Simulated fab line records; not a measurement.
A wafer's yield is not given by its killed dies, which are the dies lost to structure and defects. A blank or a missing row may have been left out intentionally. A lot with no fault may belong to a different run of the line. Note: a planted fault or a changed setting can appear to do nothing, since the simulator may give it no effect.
Which tool was responsible? | flow gf180mcu | 24 lots with 72 wafers sampled at 6 steps, on a route of 602 steps

## WHAT EACH GAUGE READ, for each wafer
GF_V1_RS_MEAS_24: a four-point-probe measurement. Usual: V1_W_RS 0.330 ohm/sq, standard deviation 0.0043.
lot  | measured     | on            | V1_W_RS (ohm/sq)  | flag
L074 | day 18 03:52 | film-metro-01 | 0.325 0.330 0.329 |
L075 | day 18 09:44 | film-metro-02 | 0.331 0.329 0.326 |
L076 | day 18 15:40 | film-metro-01 | 0.332 0.326 0.330 |
L077 | day 19 11:11 | film-metro-01 | 0.326 0.326 0.331 |
L078 | day 19 18:32 | film-metro-02 | 0.331 0.331 0.333 |
L079 | day 19 21:28 | film-metro-01 | 0.323 0.326 0.329 |
L080 | day 20 12:10 | film-metro-02 | 0.323 0.321 0.323 |
L081 | day 20 23:30 | film-metro-02 | 0.321 0.333 0.321 |
L082 | day 21 04:05 | film-metro-01 | 0.323 0.330 0.324 |
L083 | day 21 15:10 | film-metro-02 | 0.331 0.332 0.328 |
L084 | day 21 23:39 | film-metro-01 | 0.329 0.330 0.334 |
L085 | day 22 07:00 | film-metro-02 | 0.330 0.323 0.332 |
L086 | day 22 15:23 | film-metro-01 | 0.331 0.326 0.333 |
L087 | day 23 00:25 | film-metro-01 | 0.333 0.330 0.331 |
L088 | day 23 06:37 | film-metro-02 | 0.331 0.327 0.328 |
L089 | day 23 20:48 | film-metro-03 | 0.327 0.329 0.330 |
L090 | day 23 22:53 | film-metro-01 | 0.332 0.330 0.333 |
L091 | day 24 04:47 | film-metro-01 | 0.331 0.331 0.332 |
L092 | day 24 14:08 | film-metro-02 | 0.334 0.334 0.330 |
L093 | day 24 23:07 | film-metro-01 | 0.328 0.318 0.316 |
L094 | day 25 08:52 | film-metro-03 | 0.337 0.335 0.335 |
L095 | day 25 13:18 | film-metro-01 | 0.332 0.336 0.334 |
L096 | day 25 23:03 | film-metro-02 | 0.336 0.334 0.331 |
L097 | day 26 08:11 | film-metro-02 | 0.325 0.320 0.327 |

GF_V3_THK_MEAS_03. Usual: V3_CVD_02_THK 848 nm, standard deviation 11.
lot  | measured     | on            | V3_CVD_02_THK (nm) | flag
L074 | day 21 08:08 | film-metro-02 | 833 834 863        |
L075 | day 21 15:28 | film-metro-02 | 845 822 848        |
L076 | day 21 21:53 | film-metro-01 | 842 836 845        |
L077 | day 22 15:19 | film-metro-01 | 855 853 868        |
L078 | day 22 21:52 | film-metro-02 | 839 837 837        |
L079 | day 23 01:05 | film-metro-01 | 831 835 844        |
L080 | day 23 15:47 | film-metro-03 | 846 850 859        |
L081 | day 24 02:55 | film-metro-02 | 837 849 849        |
L082 | day 24 05:14 | film-metro-01 | 861 848 873        |
L083 | day 24 17:47 | film-metro-03 | 839 853 862        |
L084 | day 25 00:49 | film-metro-02 | 841 840 857        |
L085 | day 25 06:23 | film-metro-02 | 845 850 872        |
L086 | day 25 13:46 | film-metro-01 | 839 854 858        |
L087 | day 25 23:15 | film-metro-01 | 831 849 866        |
L088 | day 26 04:14 | film-metro-03 | 840 841 849        |
L089 | day 26 17:08 | film-metro-02 | 854 866 844        |
L090 | day 26 19:42 | film-metro-03 | 835 849 854        |
L091 | day 27 00:34 | film-metro-02 | 851 858 859        |
L092 | day 27 08:50 | film-metro-02 | 854 820 859        |
L093 | day 27 18:25 | film-metro-03 | 821 853 839        |
L094 | day 28 02:04 | film-metro-03 | 835 858 857        |
L095 | day 28 08:20 | film-metro-01 | 838 844 853        |
L096 | day 28 16:32 | film-metro-01 | 831 826 839        |
L097 | day 29 00:27 | film-metro-02 | 843 852 856        |

GF_V3_THK_MEAS_25: measures by xrf. Usual: V3_W_THK 364 nm, standard deviation 7.5.
lot  | measured     | on            | V3_W_THK (nm) | flag
L074 | day 22 09:17 | film-metro-01 | 357 362 370   |
L075 | day 22 16:40 | film-metro-01 | 368 370 369   |
L076 | day 22 22:57 | film-metro-01 | 361 357 360   |
L077 | day 23 15:41 | film-metro-01 | 351 366 353   |
L078 | day 23 22:07 | film-metro-01 | 346 348 346   |
L079 | day 24 01:47 | film-metro-01 | 368 368 359   |
L080 | day 24 15:53 | film-metro-01 | 371 367 374   |
L081 | day 25 01:45 | film-metro-03 | 372 365 371   |
L082 | day 25 05:06 | film-metro-01 | 372 372 370   |
L083 | day 25 16:38 | film-metro-01 | 366 357 354   |
L084 | day 25 23:38 | film-metro-03 | 356 368 355   |
L085 | day 26 05:20 | film-metro-02 | 364 365 354   |
L086 | day 26 12:42 | film-metro-03 | 356 354 359   |
L087 | day 26 21:32 | film-metro-01 | 373 360 360   |
L088 | day 27 02:11 | film-metro-03 | 379 365 371   |
L089 | day 27 15:26 | film-metro-03 | 374 362 376   |
L090 | day 27 17:18 | film-metro-03 | 357 370 362   |
L091 | day 27 22:35 | film-metro-03 | 354 369 372   |
L092 | day 28 06:08 | film-metro-02 | 354 369 368   |
L093 | day 28 15:40 | film-metro-01 | 355 372 372   |
L094 | day 28 23:13 | film-metro-01 | 359 373 357   |
L095 | day 29 05:08 | film-metro-01 | 371 353 373   |
L096 | day 29 13:25 | film-metro-03 | 358 365 357   |
L097 | day 29 21:20 | film-metro-01 | 369 371 357   |

GF_TOP_METAL_RS_MEAS_05: a four-point-probe measurement. Usual: TOP_METAL_ALCU_RS 0.0326 ohm/sq, standard deviation 0.00038.
lot  | measured     | on            | TOP_METAL_ALCU_RS (ohm/sq) | flag
L074 | day 27 05:06 | film-metro-04 | 0.0323 0.0326 0.0325       |
L075 | day 27 12:22 | film-metro-04 | 0.0331 0.0326 0.0329       |
L076 | day 27 17:22 | film-metro-04 | 0.0327 0.0326 0.0327       |
L077 | day 28 08:13 | film-metro-04 | 0.0326 0.0324 0.0326       |
L078 | day 28 13:03 | film-metro-01 | 0.0326 0.0329 0.0322       |
L079 | day 28 16:17 | film-metro-02 | 0.0328 0.0334 0.0331       |
L080 | day 29 06:08 | film-metro-04 | 0.0321 0.0326 0.0326       |
L081 | day 29 14:30 | film-metro-01 | 0.0318 0.0319 0.0322       |
L082 | day 29 17:05 | film-metro-01 | 0.0335 0.0330 0.0329       |
L083 | day 30 04:08 | film-metro-01 | 0.0323 0.0328 0.0325       |
L084 | day 30 10:07 | film-metro-02 | 0.0325 0.0325 0.0327       |
L085 | day 30 14:03 | film-metro-02 | 0.0327 0.0321 0.0325       |
L086 | day 30 20:15 | film-metro-02 | 0.0325 0.0330 0.0326       |
L087 | day 31 04:53 | film-metro-04 | 0.0332 0.0331 0.0330       |
L088 | day 31 09:38 | film-metro-01 | 0.0330 0.0327 0.0328       |
L089 | day 31 19:19 | film-metro-04 | 0.0328 0.0333 0.0332       |
L090 | day 31 22:05 | film-metro-02 | 0.0328 0.0323 0.0327       |
L091 | day 32 02:05 | film-metro-01 | 0.0324 0.0321 0.0321       |
L092 | day 32 07:25 | film-metro-02 | 0.0323 0.0318 0.0323       |
L093 | day 32 17:00 | film-metro-02 | 0.0325 0.0321 0.0326       |
L094 | day 32 22:21 | film-metro-01 | 0.0324 0.0323 0.0322       |
L095 | day 33 04:36 | film-metro-02 | 0.0323 0.0326 0.0326       |
L096 | day 33 11:52 | film-metro-04 | 0.0328 0.0322 0.0331       |
L097 | day 33 18:19 | film-metro-04 | 0.0332 0.0334 0.0330       |

## EACH LOT AND THE TOOL THAT RAN IT (in order: tool; ch and the chambers of the sampled wafers; start)
lot  | GF_V2_SPUTTER_22             | GF_M4_SOFTBAKE_10
L074 | pvd-sputter-02, day 20 06:19 | litho-track-01 ch 0, day 22 21:30
L075 | pvd-sputter-01, day 20 13:48 | litho-track-03 ch 0, day 23 04:28
L076 | pvd-sputter-02, day 20 19:31 | litho-track-01 ch 0, day 23 10:51
L077 | pvd-sputter-01, day 21 14:21 | litho-track-02 ch 0, day 24 03:16
L078 | pvd-sputter-01, day 21 20:41 | litho-track-01 ch 0, day 24 09:13
L079 | pvd-sputter-02, day 22 00:46 | litho-track-01 ch 0, day 24 13:19
L080 | pvd-sputter-01, day 22 14:59 | litho-track-01 ch 0, day 25 02:51
L081 | pvd-sputter-01, day 23 01:53 | litho-track-02 ch 0, day 25 13:14
L082 | pvd-sputter-04, day 23 05:06 | litho-track-02 ch 0, day 25 16:17
L083 | pvd-sputter-02, day 23 17:38 | litho-track-01 ch 0, day 26 03:43
L084 | pvd-sputter-04, day 24 00:15 | litho-track-01 ch 0, day 26 10:57
L085 | pvd-sputter-02, day 24 06:31 | litho-track-03 ch 0, day 26 15:55
L086 | pvd-sputter-04, day 24 14:21 | litho-track-03 ch 0, day 26 23:24
L087 | pvd-sputter-02, day 24 23:53 | litho-track-02 ch 0, day 27 08:14
L088 | pvd-sputter-01, day 25 05:59 | litho-track-01 ch 0, day 27 13:18
L089 | pvd-sputter-02, day 25 18:50 | litho-track-01 ch 0, day 28 01:19
L090 | pvd-sputter-01, day 25 20:53 | litho-track-03 ch 0, day 28 03:49
L091 | pvd-sputter-01, day 26 02:22 | litho-track-03 ch 0, day 28 09:04
L092 | pvd-sputter-02, day 26 11:20 | litho-track-01 ch 0, day 28 16:18
L093 | pvd-sputter-04, day 26 20:44 | litho-track-02 ch 0, day 29 01:58
L094 | pvd-sputter-02, day 27 05:17 | litho-track-01 ch 0, day 29 09:30
L095 | pvd-sputter-02, day 27 10:11 | litho-track-02 ch 0, day 29 14:41
L096 | pvd-sputter-02, day 27 19:20 | litho-track-01 ch 0, day 29 23:30
L097 | pvd-sputter-04, day 28 03:56 | litho-track-01 ch 0, day 30 07:16
- GF_V2_SPUTTER_22: material TiN, target thk 10 nm, time 40 s.
- GF_M4_SOFTBAKE_10: time 62.92 s.

## AS READ BY THE TOOLS THEMSELVES (means over the sampled wafers that have a number; for cases with no such wafer, the mark the record gives instead)
GF_V2_SPUTTER_22. Usual: throttle-valve-pct 29.6 %, standard deviation 1.1.
lot  | tool           | throttle-valve-pct (%) | flag
L074 | pvd-sputter-02 | 29.1                   |
L075 | pvd-sputter-01 | 30.6                   |
L076 | pvd-sputter-02 | 28.7                   |
L077 | pvd-sputter-01 | 30.6                   |
L078 | pvd-sputter-01 | 30.6                   |
L079 | pvd-sputter-02 | 28.9                   |
L080 | pvd-sputter-01 | 31.4                   |
L081 | pvd-sputter-01 | 29.8                   |
L082 | pvd-sputter-04 | 29.9                   |
L083 | pvd-sputter-02 | 28.8                   |
L084 | pvd-sputter-04 | 29.6                   |
L085 | pvd-sputter-02 | 29.3                   |
L086 | pvd-sputter-04 | 29.9                   |
L087 | pvd-sputter-02 | 29.3                   |
L088 | pvd-sputter-01 | 29.8                   |
L089 | pvd-sputter-02 | 28.6                   |
L090 | pvd-sputter-01 | 30.4                   |
L091 | pvd-sputter-01 | 29.7                   |
L092 | pvd-sputter-02 | 29.1                   |
L093 | pvd-sputter-04 | 29.7                   |
L094 | pvd-sputter-02 | 28.4                   |
L095 | pvd-sputter-02 | 28.6                   |
L096 | pvd-sputter-02 | 28.5                   |
L097 | pvd-sputter-04 | 30.0                   |

GF_M4_SOFTBAKE_10. Usual: plate-sensor-t-centre-C 131.01 C, standard deviation 0.01; plate-sensor-t-edge-C 131.21 C, standard deviation 0.01.
lot  | tool           | plate-sensor-t-centre-C (C) | plate-sensor-t-edge-C (C) | flag
L074 | litho-track-01 | 131.02                      | 131.21                    |
L075 | litho-track-03 | 131.01                      | 131.21                    |
L076 | litho-track-01 | 131.01                      | 131.21                    |
L077 | litho-track-02 | 131.02                      | 131.20                    |
L078 | litho-track-01 | 131.02                      | 131.20                    |
L079 | litho-track-01 | 131.01                      | 131.20                    |
L080 | litho-track-01 | 131.00                      | 131.22                    |
L081 | litho-track-02 | 131.02                      | 131.21                    |
L082 | litho-track-02 | 131.01                      | 131.21                    |
L083 | litho-track-01 | 131.02                      | 131.20                    |
L084 | litho-track-01 | 131.01                      | 131.20                    |
L085 | litho-track-03 | 131.00                      | 131.21                    |
L086 | litho-track-03 | 131.01                      | 131.21                    |
L087 | litho-track-02 | 131.02                      | 131.21                    |
L088 | litho-track-01 | 131.01                      | 131.22                    |
L089 | litho-track-01 | 131.01                      | 131.20                    |
L090 | litho-track-03 | 131.00                      | 131.20                    |
L091 | litho-track-03 | 131.00                      | 131.21                    |
L092 | litho-track-01 | 131.02                      | 131.22                    |
L093 | litho-track-02 | 131.02                      | 131.21                    |
L094 | litho-track-01 | 131.01                      | 131.20                    |
L095 | litho-track-02 | 131.01                      | 131.21                    |
L096 | litho-track-01 | 131.02                      | 131.20                    |
L097 | litho-track-01 | 131.02                      | 131.21                    |

## THE ANSWER, worked out from the rows above alone
Rule: take the mean of a lot's wafers that have a number; if it is more than 3 standard deviations from the usual mean, the lot is off. A lot without any number at a reading at which 4 lots or more have one is off too. The other lots that the step has rows for count as sound. After the gauges, taken in route order, come the tools' own readings; for these a lot's mean is taken, as printed above. The first step at which some lot is off is used, and at that step the reading that is off furthest; a lot without a number counts as furthest.
No lot is off at any reading shown: from this, nothing can be told.

## WHAT HAD BEEN PUT IN BY THE SIMULATOR
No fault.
